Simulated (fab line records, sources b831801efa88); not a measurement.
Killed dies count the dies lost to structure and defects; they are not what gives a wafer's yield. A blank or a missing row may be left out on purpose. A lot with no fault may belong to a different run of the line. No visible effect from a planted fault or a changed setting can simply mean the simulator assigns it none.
Which tool is to blame?    flow sky130    6 lots (18 wafers sampled), 1 step of a 708-step route

WHAT THE GAUGES READ, wafer by wafer
SKY_VT_ADJUST_NCORE_OVL_MEAS_08.
lot   measured      on          VT_ADJUST_NCORE_OVL (nm)
L579  day 8 16:40   overlay-01  -0.3 -1.8 -1.6
L581  day 9 06:49   overlay-02  0.5 -1.1 -0.6
L584  day 10 08:53  overlay-01  0.3 -1.8 -0.6
L589  day 11 19:44  overlay-02  -1.4 -2.2 -2.2
L597  day 14 05:59  overlay-01  -1.6 0.4 0.9
L601  day 15 18:02  overlay-01  -0.4 -3.4 -2.2

TOOL THAT RAN EACH LOT (tool first, then ch and the chambers of the sampled wafers, then the start)
There is no process step in the record ahead of these readings.

THE ANSWER, worked out from the rows above alone
Rule: usual is defined by the lots themselves. Put in order of their means at a reading, lots are off if they are a third of the lots or fewer, leave a main group of 4 or more, and stand apart from it by a gap of 3 or more times the standard deviation of the main group's means; of several such gaps the widest counts. Not used: any main group whose means are identical at the precision the tables above print for the reading. Also off: a lot with no number at a reading for which 4 or more lots have one. Any other lot the step has rows for is counted as sound.
None of the lots is off at any reading shown; this tells nothing.

WHAT THE SIMULATOR HAD PUT IN
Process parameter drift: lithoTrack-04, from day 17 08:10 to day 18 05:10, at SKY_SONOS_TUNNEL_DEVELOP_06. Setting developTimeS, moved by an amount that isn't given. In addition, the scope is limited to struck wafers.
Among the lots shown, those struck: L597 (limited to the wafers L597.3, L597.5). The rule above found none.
